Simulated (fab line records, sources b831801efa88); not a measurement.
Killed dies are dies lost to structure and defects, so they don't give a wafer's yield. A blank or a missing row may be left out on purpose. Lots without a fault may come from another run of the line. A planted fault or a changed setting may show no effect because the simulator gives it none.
fab line records | flow sky130
record lots=6 wafers=18 last_day=50
route steps=708 shown VIA1@460 PAD_OPEN@708
lots that met no fault: from a run of the same line without faults
start_h: hours from the record's first day to the start of the lot's first wafer shown | wait_h: hours since the lot's step before | " the same as in the row above | L1.1+2: a row that stands for several wafers | - no value, or no start given | * or withheld: withheld | < > ~ a bound
route shown NAME@n: a module of which the file shows steps, and the number in the route of the first | usual: mean/standard deviation of fault-free wafers | same: alike in all rows | chamber/n: place in a boat | sites: the reading at each site | _std_site: their standard deviation | _edge_site: outer sites' mean less inner sites' | radius_mm: how far each site lies from the wafer's centre | mask NAME#n: copy n | behind: the tool/chamber that last shaped the wafer | hold: why the lot was held/for how many hours/how that ended | device: the transistor (n, p or np) that didn't switch | end of line: the same wafers' tests at the end of the route | a step without rows: its recipe alone | killed: dies lost to structure and defects at the first sort, not the wafer's yield | map: a wafer's dies, x killed, . not, _ none there
set.NAME: the setting as run; set.NAME@STEP: as run at that earlier step | model.NAME: the simulator's own value behind a step, which no gauge read
lots at some steps of the route; a table a step, a row a wafer
services: from which hour (start_h, from the record's first day; less than 0 if before it) a tool's chamber was out of use, for how many hours, and why
## steps
# step SKY_VIA1_CMP_02
# recipe material=SiO2 down_force_psi=4 platen_rpm=60 pad_velocity_m_s=0.94248
# usual motor_current_A=11.0/1.1 slurry_flow_ml_min=149.9/0.45
# columns lot.wafer tool chamber start_h wait_h motor_current_A slurry_flow_ml_min
L212.3 cmp-01 3 767.15 0.3 10.1 150.4
L212.1 " 0 " " 10.4 149.7
L212.6 " 2 " " 11.2 150.4
L215.1 cmp-01 1 791.64 0.3 12.6 149.6
L215.3 " 0 " " 10.5 149.5
L215.5 " 2 " " 11.0 149.8
L228.2 cmp-02 0 902.76 0.1 10.6 149.7
L228.1 " 1 " " 12.7 149.2
L228.4 " 2 " " 12.6 150.0
L226.3 cmp-02 2 905.73 0.0 12.2 149.6
L226.2 " 1 " " 12.3 150.1
L226.6 " 2 " " 11.4 149.4
L233.2 cmp-01 2 921.65 0.1 11.0 149.8
L233.1 " 3 " " 9.7 149.7
L233.5 " 2 " " 10.0 149.4
L235.3 cmp-01 2 938.17 0.0 11.0 150.3
L235.1 " 1 " " 12.5 149.6
L235.6 " 2 " " 11.0 150.3
# step SKY_VIA1_BOW_MEAS_03
# recipe mode=bow
# usual VIA1_BOW=81/7.2
# columns lot.wafer tool chamber start_h wait_h VIA1_BOW[um]
L212.1 film_metro-03 - 767.35 0.1 83
L212.3 " - " " 75
L212.6 " - " " 70
L215.1 film_metro-01 - 791.94 0.2 77
L215.3 " - " " 79
L215.5 " - " " 73
L228.1 film_metro-01 - 903.01 0.1 79
L228.2 " - " " 85
L228.4 " - " " 80
L226.2 film_metro-02 - 906.05 0.1 93
L226.3 " - " " 76
L226.6 " - " " 84
L233.1 film_metro-01 - 921.90 0.1 75
L233.2 " - " " 78
L233.5 " - " " 70
L235.1 film_metro-01 - 938.47 0.1 87
L235.3 " - " " 88
L235.6 " - " " 86
# step SKY_VIA1_DEHYDRATE_04
# recipe temp_c=200 time_s=60
# step SKY_VIA1_HMDS_05
# recipe prime_time_s=60 prime_temp_c=120
# step SKY_VIA1_COAT_06
# recipe resist=BARC temp_c=withheld time_s=withheld spin_rpm=3000 resist_thk_nm=60
# step SKY_VIA1_COAT_07
# recipe resist=KrF-thick spin_rpm=3000 resist_thk_nm=450
# step SKY_VIA1_SOFTBAKE_08
# recipe temp_c=100 time_s=90 resist=KrF-thick
# step SKY_VIA1_EXPOSE_09
# recipe mask_id=VIM na=0.8 source_shape=annular sigma_inner=0.55 sigma_outer=0.85 target_cd_nm=150 dose_mj=38
# step SKY_VIA1_PEB_10
# recipe peb_temp_c=withheld peb_time_s=withheld resist=KrF-thick
# step SKY_VIA1_DEVELOP_11
# recipe develop_time_s=60 resist=KrF-thick dev_temp_c=21
# step SKY_VIA1_CD_MEAS_12
# recipe target_cd_nm=150
# usual cd_nm=150.3/1.6
# columns lot.wafer tool chamber start_h wait_h cd_nm
L212.1 cd_sem-01 - 793.92 - 147.7
L212.3 " - " " 148.0
L212.6 " - " " 149.3
L215.1 cd_sem-01 - 817.89 - 151.7
L215.3 " - " " 151.8
L215.5 " - " " 153.2
L228.1 cd_sem-01 - 927.77 - 152.3
L228.2 " - " " 150.6
L228.4 " - " " 151.2
L226.2 cd_sem-01 - 930.34 - 149.8
L226.3 " - " " 148.8
L226.6 " - " " 149.4
L233.1 cd_sem-02 - 946.29 - 149.9
L233.2 " - " " 150.2
L233.5 " - " " 151.3
L235.1 cd_sem-02 - 962.99 - 151.1
L235.3 " - " " 151.5
L235.6 " - " " 150.7
# step SKY_VIA1_OVL_MEAS_13
# usual VIA1_OVL=5/4.6
# columns lot.wafer tool chamber start_h wait_h VIA1_OVL[nm]
L212.1 overlay-01 - 794.04 0.1 2
L212.3 " - " " -3
L212.6 " - " " 0
L215.1 overlay-02 - 818.01 0.1 -2
L215.3 " - " " 2
L215.5 " - " " 0
L228.1 overlay-01 - 927.89 0.1 5
L228.2 " - " " 4
L228.4 " - " " 2
L226.2 overlay-02 - 930.45 0.1 9
L226.3 " - " " 7
L226.6 " - " " 4
L233.1 overlay-01 - 946.41 0.1 4
L233.2 " - " " 4
L233.5 " - " " -1
L235.1 overlay-02 - 963.11 0.1 6
L235.3 " - " " 4
L235.6 " - " " 6
# step SKY_VIA1_ETCH_14
# recipe chemistry=N2/H2 target=BARC ion_energy_ev=200 source_w=500 bias_w=100 pressure_mtorr=30 n2_flow_sccm=100 h2_flow_sccm=200 stop_on=SiO2 time_s=45.9 target_depth_a=600
# usual chamber_pressure_mTorr=30.003/0.028 drypump_motor_current_A=5.7/0.39 n2_flow_sccm=100.07/0.29 oes_product_au=0.854/0.0048 rf_fwd_power_W=494.7/2.2 throttle_valve_pct=13.225/0.0089
# columns lot.wafer tool chamber start_h wait_h chamber_pressure_mTorr drypump_motor_current_A n2_flow_sccm oes_product_au rf_fwd_power_W rf_hours_counter_h throttle_valve_pct model.KrF-thick_of_VIA1_COAT_07.thk_nm
L212.1 rie_diel-03 1 794.08 0.0 29.964 5.4 99.71 0.857 496.0 7 13.233 391.7
L212.3 " 3 " " 29.977 5.4 100.80 0.845 495.5 11 13.221 389.5
L212.6 " 0 " " 29.974 5.9 99.92 0.857 496.5 - 13.223 390.8
L215.1 rie_diel-01 1 818.05 0.0 30.045 5.8 100.21 0.857 494.3 10 13.230 391.9
L215.3 " 2 " " 29.972 6.3 99.95 0.861 496.0 17 13.231 392.9
L215.5 " 2 " " 30.001 6.3 99.87 0.854 494.6 - 13.239 391.8
L228.1 rie_diel-01 0 927.93 0.0 30.025 5.5 100.12 0.861 573.5 11 13.228 387.9
L228.2 " 1 " " 29.988 5.8 99.81 0.851 572.5 13 13.213 387.5
L228.4 " 3 " " 30.035 5.3 100.13 0.853 576.0 13 13.238 388.3
L226.2 rie_diel-01 2 930.48 0.0 29.993 6.3 100.14 0.861 574.7 21 13.235 384.5
L226.3 " 0 " " 29.963 5.5 100.35 0.855 573.6 12 13.215 387.6
L226.6 " 1 " " 30.006 5.8 100.19 0.859 571.2 - 13.219 384.4
L233.1 rie_diel-03 1 946.45 0.0 30.015 5.4 100.18 0.848 495.4 13 13.219 393.6
L233.2 " 3 " " 30.003 5.4 99.82 0.853 497.1 17 13.221 393.3
L233.5 " 0 " " 30.032 6.0 100.38 0.858 496.5 - 13.231 394.1
L235.1 rie_diel-02 2 963.15 0.0 30.000 6.3 100.06 0.857 495.7 13 13.221 391.9
L235.3 " 0 " " 29.977 5.9 99.81 0.857 494.4 12 13.237 393.6
L235.6 " 1 " " 30.015 5.4 99.91 0.852 495.0 - 13.213 392.9
# step SKY_VIA1_ETCH_15
# recipe target=SiO2 chemistry=C4F8/O2/Ar target_depth_nm=351 stop_on=TiN mask_material=KrF-thick source_w=1500 bias_w=1200 pressure_mtorr=40 c4f8_flow_sccm=withheld O2_flow_sccm=6 Ar_flow_sccm=300 time_s=54
# usual chamber_pressure_mTorr=40.00/0.039 oes_product_au=0.981/0.0054 rf_fwd_power_W=1485/6.3
# columns lot.wafer tool chamber start_h wait_h chamber_pressure_mTorr oes_product_au rf_fwd_power_W rf_hours_counter_h model.KrF-thick_of_VIA1_COAT_07.thk_nm
L212.1 rie_diel-03 1 794.12 0.0 40.00 0.985 1491 7 320.6
L212.3 " 3 " " 39.96 0.979 1485 11 318.1
L212.6 " 0 " " 39.96 0.978 1486 - 320.4
L215.1 rie_diel-01 1 818.09 0.0 39.97 0.981 1478 10 321.3
L215.3 " 2 " " 40.05 0.979 1489 17 323.1
L215.5 " 2 " " 39.96 0.981 1489 - 321.7
L228.1 rie_diel-01 0 927.97 0.0 40.04 0.975 1490 11 317.2
L228.2 " 1 " " 39.93 0.981 1487 13 316.4
L228.4 " 3 " " 39.99 0.984 1487 13 320.7
L226.2 rie_diel-01 2 930.52 0.0 39.98 0.978 1491 21 313.6
L226.3 " 0 " " 39.95 0.982 1487 12 317.1
L226.6 " 1 " " 40.00 0.985 1489 - 313.1
L233.1 rie_diel-03 1 946.49 0.0 40.01 0.979 1480 13 322.6
L233.2 " 3 " " 40.03 0.989 1491 17 323.2
L233.5 " 0 " " 40.04 0.976 1487 - 325
L235.1 rie_diel-02 2 963.19 0.0 40.00 0.980 1483 13 319.7
L235.3 " 0 " " 40.08 0.988 1492 12 323.9
L235.6 " 1 " " 40.04 0.985 1482 - 323.2
# step SKY_VIA1_STRIP_16
# recipe chemistry=O2/N2 power_w=1400 pressure_mtorr=1500 platen_temp_c=withheld o2_flow_sccm=3000 n2_flow_sccm=300 overash_fraction=0.5
# usual chamber_pressure_mTorr=1500.1/1.4 drypump_motor_current_A=5.9/0.35 n2_flow_sccm=299.9/0.82 oes_product_au=0.415/0.0041 strip_time_to_endpoint_s=4.453/0.021
# columns lot.wafer tool chamber start_h wait_h chamber_pressure_mTorr drypump_motor_current_A n2_flow_sccm oes_product_au rf_hours_counter_h strip_time_to_endpoint_s
L212.1 plasma_asher-03 1 794.17 0.0 1498.3 5.9 299.4 0.420 33 4.427
L212.3 " 1 " " 1499.5 5.9 298.7 0.405 - 4.405
L212.6 " 0 " " 1500.1 6.3 298.7 0.404 - 4.419
L215.1 plasma_asher-03 0 818.14 0.0 1500.7 6.3 300.7 0.414 36 4.438
L215.3 " 1 " " 1499.3 5.9 299.6 0.419 - 4.442
L215.5 " 1 " " 1500.5 5.9 300.4 0.420 - 4.458
L228.1 plasma_asher-04 1 928.02 0.0 1499.8 5.5 299.9 0.415 18 4.399
L228.2 " 0 " " 1498.2 6.2 299.5 0.416 18 4.402
L228.4 " 1 " " 1499.2 5.5 300.4 0.416 - 4.448
L226.2 plasma_asher-01 1 930.57 0.0 1502.0 6.2 299.7 0.416 81 4.374
L226.3 " 1 " " 1497.4 6.2 300.6 0.410 - 4.411
L226.6 " 1 " " 1500.3 6.2 299.5 0.414 - 4.348
L233.1 plasma_asher-01 1 946.54 0.0 1498.0 6.2 299.9 0.413 83 4.455
L233.2 " 0 " " 1501.0 5.4 299.6 0.416 83 4.477
L233.5 " 1 " " 1503.2 6.2 299.2 0.417 - 4.476
L235.1 plasma_asher-04 1 963.24 0.0 1500.6 5.5 301.3 0.414 22 4.421
L235.3 " 0 " " 1497.9 6.2 301.1 0.420 - 4.465
L235.6 " 0 " " 1499.9 6.2 300.2 0.408 - 4.458
# step SKY_VIA1_STRIP_17
# recipe chemistry=post_etch_residue_remover time_s=1200 temp_c=72.5
# step SKY_PAD_OPEN_PROBE_99
# usual defect_limited_yield=82.5/2.1 killed_at_M0_to_M3=43/7.7 killed_at_M4_up=3.4/1.9 killed_at_contacts=25/5.6 killed_at_front_end=14/4.3 killed_at_other=0.2/0.5 killed_dies=86/10 killed_open=47/7.2 killed_short=39/6.7 sort_bin_3_pad_short=0.9/0.46 sort_bin_5_function=10.4/1.5 sort_bin_6_memory=6.2/1.2 sort_n_pass=406/10 sort_yield_pct=82.5/2.1
# same gross_dies=492 killed_at_back_side=0 sort_bin_4_leakage[%]=0 sort_bin_8_speed[%]=0
# columns lot.wafer tool chamber start_h wait_h defect_limited_yield[%] killed_at_M0_to_M3 killed_at_M4_up killed_at_contacts killed_at_front_end killed_at_other killed_dies killed_open killed_short sort_bin_3_pad_short[%] sort_bin_5_function[%] sort_bin_6_memory[%] sort_n_pass sort_yield_pct[%]
L215.1 prober-01 - 1098.14 0.1 78.5 46 4 35 21 0 106 56 50 1.0 13.0 7.5 386 78.5
L215.3 prober-01 - 1098.24 0.2 82.9 37 2 28 17 0 84 38 46 0.4 11.4 5.3 408 82.9
L215.5 prober-01 - 1098.34 0.2 81.9 44 1 25 19 0 89 45 44 0.4 10.2 7.5 403 81.9
L226.2 prober-02 - 1178.34 0.1 83.7 40 2 25 13 0 80 41 39 1.0 9.6 5.7 412 83.7
L226.3 prober-02 - 1178.39 0.2 81.9 41 5 31 11 1 89 44 45 0.8 11.2 6.1 403 81.9
L226.6 prober-02 - 1178.54 0.2 81.7 43 6 31 10 0 90 44 46 1.2 11.0 6.1 402 81.7
L228.1 prober-01 - 1179.50 0.1 81.7 54 3 13 17 3 90 42 48 1.8 9.1 7.3 402 81.7
L228.2 prober-01 - 1179.55 0.1 83.5 44 2 20 15 0 81 39 42 1.6 8.5 6.3 411 83.5
L228.4 prober-01 - 1179.65 0.2 82.5 46 6 20 14 0 86 47 39 0.8 10.0 6.7 406 82.5
L233.1 prober-01 - 1191.57 0.1 84.1 31 7 23 16 1 78 42 36 0.8 10.0 5.1 414 84.1
L233.2 prober-01 - 1191.62 0.1 81.1 38 3 33 18 1 93 49 44 1.0 11.8 6.1 399 81.1
L233.5 prober-01 - 1191.77 0.2 83.5 44 4 20 12 1 81 41 40 1.4 7.7 7.3 411 83.5
L235.1 prober-01 - 1203.95 0.1 81.7 51 6 26 7 0 90 49 41 2.2 10.8 5.3 402 81.7
L235.3 prober-01 - 1204.05 0.2 84.1 40 2 21 15 0 78 37 41 0.8 9.6 5.5 414 84.1
L235.6 prober-01 - 1204.20 0.2 80.1 48 1 34 15 0 98 60 38 0.8 10.0 9.1 394 80.1
# killed by level:class
L215.1 LI_CONTACT:geometric_particle:open=13 CONTACT:geometric_particle:open=9 VIA1:geometric_particle:open=8 METAL2:geometric_particle:short=8 FIELD_ISO:geometric_particle:short=7 VIA2:geometric_particle:open=7 POLY_GATE:geometric_particle:short=6 FIELD_ISO:geometric_particle:open=5
L215.3 CONTACT:geometric_particle:open=9 LI_CONTACT:geometric_particle:open=8 VIA3:geometric_particle:short=8 METAL1:geometric_particle:short=6 VIA2:geometric_particle:open=6 POLY_GATE:geometric_particle:short=5 LOCAL_INTERCONNECT:geometric_particle:short=5 VIA1:geometric_particle:open=5
L215.5 VIA1:geometric_particle:open=10 FIELD_ISO:geometric_particle:short=8 LI_CONTACT:geometric_particle:open=7 LOCAL_INTERCONNECT:geometric_particle:short=7 CONTACT:geometric_particle:open=7 VIA1:geometric_particle:short=6 VIA3:geometric_particle:open=6 METAL1:geometric_particle:short=5
L226.2 CONTACT:geometric_particle:open=11 VIA1:geometric_particle:open=11 METAL1:geometric_particle:short=6 METAL2:geometric_particle:short=6 POLY_GATE:geometric_particle:open=5 LI_CONTACT:geometric_particle:open=5 FIELD_ISO:geometric_particle:short=4 CONTACT:geometric_particle:short=4
L226.3 LI_CONTACT:geometric_particle:open=10 METAL1:geometric_particle:short=9 CONTACT:geometric_particle:open=9 VIA1:geometric_particle:open=7 LOCAL_INTERCONNECT:geometric_particle:short=5 VIA3:geometric_particle:open=5 VIA1:geometric_particle:short=4 METAL2:geometric_particle:short=4
L226.6 CONTACT:geometric_particle:open=11 VIA1:geometric_particle:open=10 CONTACT:geometric_particle:short=8 VIA2:geometric_particle:open=7 LI_CONTACT:geometric_particle:open=6 VIA1:geometric_particle:short=6 METAL2:geometric_particle:short=6 METAL4:geometric_particle:short=5
L228.1 METAL1:geometric_particle:short=12 VIA3:geometric_particle:open=7 VIA1:geometric_particle:open=7 VIA3:geometric_particle:short=6 METAL2:geometric_particle:short=6 VIA1:geometric_particle:short=5 FIELD_ISO:geometric_particle:open=4 POLY_GATE:geometric_particle:open=4
L228.2 VIA2:geometric_particle:open=7 VIA1:geometric_particle:open=7 LI_CONTACT:geometric_particle:open=6 LOCAL_INTERCONNECT:geometric_particle:short=6 VIA3:geometric_particle:open=5 METAL1:geometric_particle:short=5 POLY_GATE:geometric_particle:open=4 CONTACT:geometric_particle:open=4
L228.4 CONTACT:geometric_particle:open=9 VIA1:geometric_particle:open=9 FIELD_ISO:geometric_particle:open=7 VIA3:geometric_particle:open=7 METAL1:geometric_particle:short=7 VIA2:geometric_particle:open=6 METAL2:geometric_particle:short=5 LOCAL_INTERCONNECT:geometric_particle:short=4
L233.1 CONTACT:geometric_particle:open=8 VIA1:geometric_particle:open=8 VIA2:geometric_particle:open=8 FIELD_ISO:geometric_particle:open=4 FIELD_ISO:geometric_particle:short=4 POLY_GATE:geometric_particle:short=4 POLY_GATE:geometric_particle:open=4 LI_CONTACT:geometric_particle:short=4
L233.2 CONTACT:geometric_particle:open=16 VIA1:geometric_particle:open=8 METAL1:geometric_particle:short=6 VIA2:geometric_particle:short=6 VIA2:geometric_particle:open=6 FIELD_ISO:geometric_particle:open=5 LI_CONTACT:geometric_particle:open=5 LOCAL_INTERCONNECT:geometric_particle:short=5
L233.5 CONTACT:geometric_particle:open=8 VIA2:geometric_particle:open=8 VIA3:geometric_particle:open=8 CONTACT:geometric_particle:short=6 METAL2:geometric_particle:short=6 VIA1:geometric_particle:open=5 FIELD_ISO:geometric_particle:short=4 FIELD_ISO:geometric_particle:open=4
L235.1 VIA3:geometric_particle:open=11 VIA1:geometric_particle:open=9 CONTACT:geometric_particle:open=7 LI_CONTACT:geometric_particle:open=6 METAL2:geometric_particle:short=6 LOCAL_INTERCONNECT:geometric_particle:short=5 VIA3:geometric_particle:short=5 METAL4:geometric_particle:short=5
L235.3 VIA1:geometric_particle:open=7 FIELD_ISO:geometric_particle:open=6 METAL2:geometric_particle:short=6 CONTACT:geometric_particle:open=5 VIA3:geometric_particle:open=5 LI_CONTACT:geometric_particle:open=5 FIELD_ISO:geometric_particle:short=4 LOCAL_INTERCONNECT:geometric_particle:short=4
L235.6 CONTACT:geometric_particle:open=14 VIA1:geometric_particle:open=13 LI_CONTACT:geometric_particle:open=9 VIA3:geometric_particle:open=7 FIELD_ISO:geometric_particle:open=6 VIA1:geometric_particle:short=6 VIA2:geometric_particle:open=5 VIA3:geometric_particle:short=5
## services
# columns tool chamber start_h hours kind
rie_diel-02 1 743.77 8.0 repair
cmp-02 - 744.26 4.0 pm
cmp-02 - 763.98 7.1 repair
rie_diel-03 2 766.97 14.4 repair
cmp-02 - 771.37 1.0 repair
rie_diel-02 - 776.58 2.3 repair
cmp-02 - 776.88 11.8 repair
rie_diel-02 3 779.52 8.4 repair
cmp-02 - 783.87 12.0 repair
cmp-01 - 796.02 7.4 pm
rie_diel-01 1 805.35 5.7 repair
plasma_asher-01 - 811.63 5.2 repair
cmp-02 - 812.85 1.7 repair
plasma_asher-01 - 813.31 1.7 repair
cmp-02 - 814.53 3.2 pm
cmp-02 - 819.42 8.4 pm
rie_diel-02 1 824.95 49.5 repair
cmp-01 - 832.54 1.8 repair
cmp-01 - 837.20 4.2 pm
plasma_asher-03 - 837.45 14.6 pm
rie_diel-03 2 871.72 34.7 repair
cmp-01 - 895.81 3.2 repair
cmp-01 - 906.08 2.2 repair
cmp-01 - 912.00 4.0 pm
## key
first_sign step=SKY_VIA1_ETCH_14 reading=rf_fwd_power_W direction=up sigmas=36 usual=494.7 struck=573.6
effect step=SKY_VIA1_STRIP_16 reading=strip_time_to_endpoint_s direction=down sigmas=2.6 usual=* struck=*
model_effect step=SKY_VIA1_ETCH_14 value=KrF-thick_of_VIA1_COAT_07.thk_nm without=392.8 struck=386.7
model_effect step=SKY_VIA1_ETCH_15 value=KrF-thick_of_VIA1_COAT_07.thk_nm without=322.5 struck=316.3
met_at SKY_VIA1_ETCH_14
struck_wafers L226.2,L226.3,L226.6,L228.1,L228.2,L228.4
onset_between 818.05 927.93
fault kind=process_parameter_drift tool=rie_diel-01 chamber=- onset_h=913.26 steps=SKY_VIA1_ETCH_14 channel=source_w offset=80 shape=step end_h=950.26 acts_in=these_recipes_only stated=500
